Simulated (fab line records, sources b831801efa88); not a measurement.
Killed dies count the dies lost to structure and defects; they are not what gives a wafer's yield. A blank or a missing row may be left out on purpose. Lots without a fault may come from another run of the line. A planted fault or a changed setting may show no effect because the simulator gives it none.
Which tool did it? -- flow gf180mcu -- 36 wafers from 12 lots sampled at 6 of the route's 602 steps

WHAT THE GAUGES READ, wafer by wafer
GF_HV_LDD_TW_MEAS_11. Usual: HV_LDD_TW 2422, standard deviation 13.
lot,measured,on,HV_LDD_TW,flag
L768,day 10 09:27,film_metro-02,2418 2426 2425,
L770,day 10 16:46,film_metro-01,2418 2428 2435,
L771,day 10 21:53,film_metro-01,2441 2424 2428,
L773,day 11 19:19,film_metro-04,2398 2396 2415,
L776,day 12 09:15,film_metro-02,2492 2493 2502 2499 2496 2512,OFF
L778,day 13 12:04,film_metro-02,2504 2519 2514 2506 2520 2505,OFF
L784,day 15 06:03,film_metro-02,2395 2406 2408,
L785,day 15 16:41,film_metro-01,2412 2425 2412,
L786,day 15 17:35,film_metro-02,2403 2414 2410,
L788,day 16 10:11,film_metro-02,2430 2442 2430,
L790,day 16 18:35,film_metro-01,2439 2456 2437,
L791,day 17 05:13,film_metro-04,2412 2421 2420,

GF_HV_LDD_RS_MEAS_53: measures by four-point-probe. Usual: HV_LDD_RS 418.0 ohm/sq, standard deviation 0.99.
lot,measured,on,HV_LDD_RS (ohm/sq),flag
L768,day 12 20:04,film_metro-02,418.4 418.1 418.0,
L770,day 13 04:37,film_metro-01,417.4 417.5 417.4,
L771,day 13 09:07,film_metro-01,416.7 416.1 417.8,
L773,day 14 09:44,film_metro-02,417.7 418.5 417.6,
L776,day 14 23:32,film_metro-04,398.4 396.9 397.2 397.5 396.7 397.0,OFF
L778,day 16 05:20,film_metro-02,397.9 397.4 397.8 397.5 398.1 397.8,OFF
L784,day 18 03:17,film_metro-02,418.5 417.4 417.8,
L785,day 18 15:56,film_metro-04,418.4 417.0 417.6,
L786,day 18 16:20,film_metro-04,416.6 415.1 416.6,
L788,day 19 10:18,film_metro-04,418.2 417.7 418.8,
L790,day 19 19:35,film_metro-01,418.7 418.0 418.1,
L791,day 20 06:02,film_metro-01,416.8 417.0 416.8,

GF_V2_OVL_MEAS_15. Usual: V2_OVL 0 nm, standard deviation 4.6.
lot,measured,on,V2_OVL (nm),flag
L768,day 20 23:10,overlay-02,8 8 4,
L770,day 21 05:38,overlay-01,8 8 12,
L771,day 21 12:48,overlay-01,-2 -2 -5,
L773,day 22 15:25,overlay-02,1 1 0,
L776,day 23 05:53,overlay-01,0 -1 -3,
L778,day 24 12:14,overlay-01,-2 0 3,
L784,day 26 06:46,overlay-01,3 0 0,
L785,day 26 17:31,overlay-01,-7 -5 -4,
L786,day 26 19:57,overlay-01,0 4 0,
L788,day 27 10:03,overlay-01,12 3 7,
L790,day 27 17:50,overlay-01,3 5 0,
L791,day 28 01:35,overlay-02,-8 -7 -5,

WHICH TOOL RAN EACH LOT (tool, then ch and the chambers of the sampled wafers, then the start)
lot,GF_HV_LDD_IMPLANT_09,GF_V1_CMP_04,GF_V2_SOFTBAKE_10
L768,"implanter-04 ch 0, day 10 09:05","cmp-01 ch 0,1,3, day 17 17:25","litho_track-04 ch 0, day 20 23:10 or earlier"
L770,"implanter-01 ch 0, day 10 16:31","cmp-01 ch 0,1,3, day 18 02:08","litho_track-04 ch 0, day 21 05:38 or earlier"
L771,"implanter-01 ch 0, day 10 21:38","cmp-01 ch 0,2,3, day 18 07:58","litho_track-03 ch 0, day 21 12:48 or earlier"
L773,"implanter-04 ch 0, day 11 19:05","cmp-01 ch 0,1,2, day 19 11:53","litho_track-04 ch 0, day 22 15:25 or earlier"
L776,"implanter-01 ch 0, day 12 09:01","cmp-02 ch 2,3, day 20 04:28","litho_track-02 ch 0, day 23 05:53 or earlier"
L778,"implanter-01 ch 0, day 13 11:49","cmp-01 ch 0,3, day 21 11:35","litho_track-02 ch 0, day 24 12:14 or earlier"
L784,"implanter-04 ch 0, day 15 05:49","cmp-02 ch 0,2,3, day 23 10:49","litho_track-04 ch 0, day 26 06:46 or earlier"
L785,"implanter-03 ch 0, day 15 16:27","cmp-02 ch 0,3, day 23 22:46","litho_track-03 ch 0, day 26 17:31 or earlier"
L786,"implanter-04 ch 0, day 15 17:22","cmp-01 ch 0,2,3, day 23 23:14","litho_track-04 ch 0, day 26 19:57 or earlier"
L788,"implanter-04 ch 0, day 16 09:56","cmp-01 ch 0,1,2, day 24 16:07","litho_track-03 ch 0, day 27 10:03 or earlier"
L790,"implanter-01 ch 0, day 16 18:20","cmp-02 ch 0,2, day 24 23:41","litho_track-03 ch 0, day 27 17:50 or earlier"
L791,"implanter-03 ch 0, day 17 04:58","cmp-01 ch 1,2,3, day 25 09:01","litho_track-02 ch 0, day 28 01:35 or earlier"
- GF_HV_LDD_IMPLANT_09
- GF_V1_CMP_04: polishes SiO2.
- GF_V2_SOFTBAKE_10: time 61.03 s.

AS READ BY THE TOOLS THEMSELVES (means over the sampled wafers that have a number; for cases with no such wafer, the mark the record gives instead)
GF_HV_LDD_IMPLANT_09. Usual: dose_ions_cm2 9.999e+13, standard deviation 1.1e+11; faraday_current_uA 566, standard deviation 11.
lot,tool,dose_ions_cm2,faraday_current_uA,flag
L768,implanter-04,1.000e+14,563,
L770,implanter-01,9.992e+13,557,
L771,implanter-01,1.001e+14,577,
L773,implanter-04,9.998e+13,572,
L776,implanter-01,1.121e+14,635,OFF
L778,implanter-01,1.122e+14,634,OFF
L784,implanter-04,9.997e+13,567,
L785,implanter-03,1.001e+14,569,
L786,implanter-04,9.999e+13,570,
L788,implanter-04,9.995e+13,557,
L790,implanter-01,9.992e+13,563,
L791,implanter-03,9.999e+13,570,

GF_V1_CMP_04. Usual: motor_current_A 12.3 A, standard deviation 1.2; time_to_endpoint_s 79 s, standard deviation 5.3.
lot,tool,motor_current_A (A),time_to_endpoint_s (s),flag
L768,cmp-01,12.6,74,
L770,cmp-01,12.5,78,
L771,cmp-01,12.8,82,
L773,cmp-01,12.3,78,
L776,cmp-02,13.5,82,
L778,cmp-01,13.0,79,
L784,cmp-02,12.8,73,
L785,cmp-02,11.8,78,
L786,cmp-01,11.9,74,
L788,cmp-01,12.3,81,
L790,cmp-02,13.4,78,
L791,cmp-01,11.7,84,

GF_V2_SOFTBAKE_10. Usual: exhaust_pa 44.9 Pa, standard deviation 0.86; plate_sensor_t_centre_C 131.02 C, standard deviation 0.0099; plate_sensor_t_edge_C 131.21 C, standard deviation 0.01.
lot,tool,exhaust_pa (Pa),plate_sensor_t_centre_C (C),plate_sensor_t_edge_C (C),flag
L768,litho_track-04,45.6,131.01,131.21,
L770,litho_track-04,44.6,131.01,131.22,
L771,litho_track-03,44.0,131.01,131.21,
L773,litho_track-04,45.5,131.02,131.21,
L776,litho_track-02,45.5,131.02,131.21,
L778,litho_track-02,44.3,131.03,131.21,
L784,litho_track-04,44.6,131.00,131.21,
L785,litho_track-03,44.2,131.01,131.21,
L786,litho_track-04,44.1,131.02,131.21,
L788,litho_track-03,45.8,131.01,131.20,
L790,litho_track-03,46.1,131.01,131.20,
L791,litho_track-02,45.5,131.02,131.21,

THE ANSWER, worked out from the rows above alone
Rule: a lot counts as off when the mean over its wafers that have a number is more than 3 standard deviations away from the usual mean. A lot without any number at a reading at which 4 lots or more have one is off too. Where the step has rows for the other lots, those lots are counted as sound. Order of review: gauges by route order, followed by the tools' own readings, for which a lot's mean as printed above is used. The first step at which some lot is off is used, and at that step the reading that is off furthest; a lot without a number counts as furthest.
Off: L776, L778, seen at GF_HV_LDD_TW_MEAS_11 (HV_LDD_TW).
A tool fits if, at a process step before that reading, it ran every lot that is off, and no sound lot after the first of them. The gauges at GF_HV_LDD_TW_MEAS_11 aren't tried: what is off there is off at GF_HV_LDD_IMPLANT_09 too, on other tools, and a gauge's error can't cause that. Not one of the candidates tried fits.

WHAT THE SIMULATOR HAD PUT IN
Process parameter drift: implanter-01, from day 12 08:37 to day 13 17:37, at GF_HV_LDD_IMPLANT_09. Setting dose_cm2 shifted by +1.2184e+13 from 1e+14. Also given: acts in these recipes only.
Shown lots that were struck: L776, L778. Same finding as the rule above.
